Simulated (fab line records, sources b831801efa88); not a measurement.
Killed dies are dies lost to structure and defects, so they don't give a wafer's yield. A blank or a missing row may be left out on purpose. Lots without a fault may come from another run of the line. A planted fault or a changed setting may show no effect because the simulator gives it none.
Which tool did it? | flow gf180mcu | 11 lots, 32 wafers sampled, at 4 steps of a route of 602

WHAT THE GAUGES READ, wafer by wafer
GF_MIM_THK_MEAS_06. Usual: MIM_CVD_05_THK 42.0 nm, standard deviation 0.65.
lot  | measured     | on            | MIM_CVD_05_THK (nm) | flag
L334 | day 24 08:29 | film_metro-04 | 41.3 41.6 42.4      |
L337 | day 25 03:10 | film_metro-04 | 42.4 43.0 43.2      |
L338 | day 25 12:59 | film_metro-04 | 42.3 42.7 43.4      |
L339 | day 25 19:16 | film_metro-04 | 42.2 42.9 42.8      |
L340 | day 26 00:40 | film_metro-01 | 42.3 42.1 42.7      |
L341 | day 26 13:44 | film_metro-01 | 41.9 42.0 42.4      |
L342 | day 26 22:47 | film_metro-03 | 41.7 44.7           |
L354 | day 30 07:57 | film_metro-01 | 41.9 41.7 43.0      |
L355 | day 30 16:09 | film_metro-04 | 40.9 42.0 41.4      |
L356 | day 30 17:39 | film_metro-01 | 41.7 41.0 42.6      |
L357 | day 31 05:10 | film_metro-04 | 41.5 42.1 40.5      |

WHICH TOOL RAN EACH LOT (tool, then ch and the chambers of the sampled wafers, then the start)
lot  | GF_M4_SPUTTER_00             | GF_M4_SPUTTER_01             | GF_MIM_CVD_05
L334 | pvd_sputter-03, day 22 07:31 | pvd_sputter-03, day 22 07:37 | pecvd-01 ch 0,1, day 24 08:27
L337 | pvd_sputter-02, day 23 04:19 | pvd_sputter-02, day 23 04:25 | pecvd-03 ch 0,1, day 25 03:06
L338 | pvd_sputter-02, day 23 14:14 | pvd_sputter-02, day 23 14:20 | pecvd-03 ch 0,2, day 25 12:57
L339 | pvd_sputter-03, day 23 21:22 | pvd_sputter-03, day 23 21:28 | pecvd-03 ch 1,2, day 25 19:14
L340 | pvd_sputter-03, day 24 02:25 | pvd_sputter-03, day 24 02:31 | pecvd-03 ch 0,1,2, day 26 00:37
L341 | pvd_sputter-01, day 24 16:45 | pvd_sputter-01, day 24 16:51 | pecvd-04 ch 0,2, day 26 13:42
L342 | pvd_sputter-03, day 25 01:50 | pvd_sputter-03, day 25 01:56 | pecvd-03 ch 1,2, day 26 22:44
L354 | pvd_sputter-03, day 28 15:40 | pvd_sputter-03, day 28 15:46 | pecvd-01 ch 0,1,2, day 30 07:54
L355 | pvd_sputter-03, day 28 23:57 | pvd_sputter-03, day 29 00:03 | pecvd-04 ch 1,2, day 30 16:07
L356 | pvd_sputter-02, day 29 02:35 | pvd_sputter-02, day 29 02:41 | pecvd-01 ch 0,1,2, day 30 17:37
L357 | pvd_sputter-03, day 29 13:30 | pvd_sputter-03, day 29 13:36 | pecvd-01 ch 0,2, day 31 05:07
- GF_M4_SPUTTER_00: material Ti, target thk 37.5 nm, time 150 s.
- GF_M4_SPUTTER_01: material TiN, target thk 30 nm, time 25 s.
- GF_MIM_CVD_05: deposits Si3N4, target thk 42 nm, time 29.086 s.

WHAT THE TOOLS THEMSELVES READ (means of the sampled wafers that have a number; where no wafer has one, the mark that the record gives instead)
GF_M4_SPUTTER_00. Usual: chamber_pressure_pa 2.000 Pa, standard deviation 0.0042; throttle_valve_pct 30.1 %, standard deviation 0.97.
lot  | tool           | chamber_pressure_pa (Pa) | throttle_valve_pct (%) | flag
L334 | pvd_sputter-03 | 2.003                    | 29.5                   |
L337 | pvd_sputter-02 | 2.001                    | 29.7                   |
L338 | pvd_sputter-02 | 1.999                    | 30.1                   |
L339 | pvd_sputter-03 | 1.998                    | 29.9                   |
L340 | pvd_sputter-03 | 1.998                    | 29.2                   |
L341 | pvd_sputter-01 | 1.999                    | 30.3                   |
L342 | pvd_sputter-03 | 1.997                    | 29.8                   |
L354 | pvd_sputter-03 | 2.002                    | 29.0                   |
L355 | pvd_sputter-03 | 1.998                    | 30.8                   |
L356 | pvd_sputter-02 | 2.005                    | 29.8                   |
L357 | pvd_sputter-03 | 1.995                    | 28.6                   |

GF_M4_SPUTTER_01. Usual: chamber_pressure_pa 0.4000 Pa, standard deviation 0.0008; throttle_valve_pct 30.1 %, standard deviation 0.96.
lot  | tool           | chamber_pressure_pa (Pa) | throttle_valve_pct (%) | flag
L334 | pvd_sputter-03 | 0.3993                   | 29.4                   |
L337 | pvd_sputter-02 | 0.4006                   | 29.4                   |
L338 | pvd_sputter-02 | 0.4001                   | 30.3                   |
L339 | pvd_sputter-03 | 0.4000                   | 30.1                   |
L340 | pvd_sputter-03 | 0.4001                   | 29.3                   |
L341 | pvd_sputter-01 | 0.4002                   | 30.4                   |
L342 | pvd_sputter-03 | 0.4002                   | 29.9                   |
L354 | pvd_sputter-03 | 0.4004                   | 28.9                   |
L355 | pvd_sputter-03 | 0.3989                   | 30.8                   |
L356 | pvd_sputter-02 | 0.3997                   | 30.0                   |
L357 | pvd_sputter-03 | 0.4003                   | 28.8                   |

GF_MIM_CVD_05. Usual: heater_power_w 634 W, standard deviation 95; susceptor_temp_C 384.98 C, standard deviation 0.22; temp_max_c 399.96 C, standard deviation 0.2.
lot  | tool     | heater_power_w (W) | susceptor_temp_C (C) | temp_max_c (C) | flag
L334 | pecvd-01 | 578                | 385.14               | 400.09         |
L337 | pecvd-03 | 582                | 385.02               | 399.86         |
L338 | pecvd-03 | 745                | 384.81               | 400.06         |
L339 | pecvd-03 | 712                | 384.64               | 400.05         |
L340 | pecvd-03 | 687                | 385.18               | 399.92         |
L341 | pecvd-04 | 529                | 384.99               | 399.89         |
L342 | pecvd-03 | 738                | 384.95               | 399.93         |
L354 | pecvd-01 | 593                | 385.04               | 399.98         |
L355 | pecvd-04 | 659                | 384.98               | 399.82         |
L356 | pecvd-01 | 589                | 385.06               | 400.08         |
L357 | pecvd-01 | 624                | 384.83               | 399.86         |

THE ANSWER, worked out from the rows above alone
Rule: a lot is off if the mean of its wafers that have a number lies more than 3 standard deviations from the usual mean. A lot without any number at a reading at which 4 lots or more have one is off too. The other lots that the step has rows for count as sound. The gauges are gone through in route order, then the tools' own readings, and for those a lot's mean is taken as printed above. The first step at which some lot is off is used, and at that step the reading that is off furthest; a lot without a number counts as furthest.
No lot is off at any reading shown: from this, nothing can be told.

WHAT THE SIMULATOR HAD PUT IN
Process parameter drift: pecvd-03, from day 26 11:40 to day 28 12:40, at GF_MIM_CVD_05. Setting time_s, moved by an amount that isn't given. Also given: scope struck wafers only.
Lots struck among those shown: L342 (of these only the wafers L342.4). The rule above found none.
